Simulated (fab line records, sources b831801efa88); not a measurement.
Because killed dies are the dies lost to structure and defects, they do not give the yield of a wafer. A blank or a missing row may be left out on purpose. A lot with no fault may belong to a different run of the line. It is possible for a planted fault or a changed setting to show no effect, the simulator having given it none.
Chamber matching | flow sky130 | SKY_FIELD_ISO_ETCH_14 on rie-diel-01: 4 sister chambers
The step etches BARC in N2/H2, stops on SiO2, time 45.9 s, target depth 60 nm. 4 wafers are shown with their chamber, then 9 later ones without.

WAFERS PAIRED WITH THEIR CHAMBERS
wafer  | chamber | drypump-motor-current-A (A)
L076.2 | 0       | 5.2
L090.1 | 2       | 5.5
L090.3 | 3       | 5.0
L090.4 | 1       | 5.8

WAFERS WITHOUT THEIR CHAMBER
wafer  | drypump-motor-current-A (A)
L092.1 | 5.2
L092.2 | 5.0
L092.4 | 5.8
L094.1 | 5.5
L094.3 | 5.2
L094.5 | 5.5
L097.1 | 5.4
L097.3 | 5.8
L097.4 | 5.0

EACH ONE'S CHAMBER
wafer  | from the rows above | in truth
L092.1 | 0                   | 0
L092.2 | 3                   | 3
L092.4 | 1                   | 1
L094.1 | 2                   | 2
L094.3 | 0                   | 0
L094.5 | 2                   | 2
L097.1 | 2                   | 2
L097.3 | 1                   | 1
L097.4 | 3                   | 3
Correct placement for 9 of the 9. Not placeable from these rows: 0. Number placed wrongly: 0.
How it was worked out, from the rows above alone: a wafer's distance from a chamber is the root of the sum, over the readings, of the square of ((its reading less the chamber's mean) divided by the reading's scatter). The wafer belongs to the nearest chamber; if the next one is less than 2 further off, it can't be placed. Each chamber's mean is taken over the wafers shown for it. The scatter: with one shown wafer a chamber, the root of the mean of the squares of how far each hidden wafer lies from its nearest shown one.
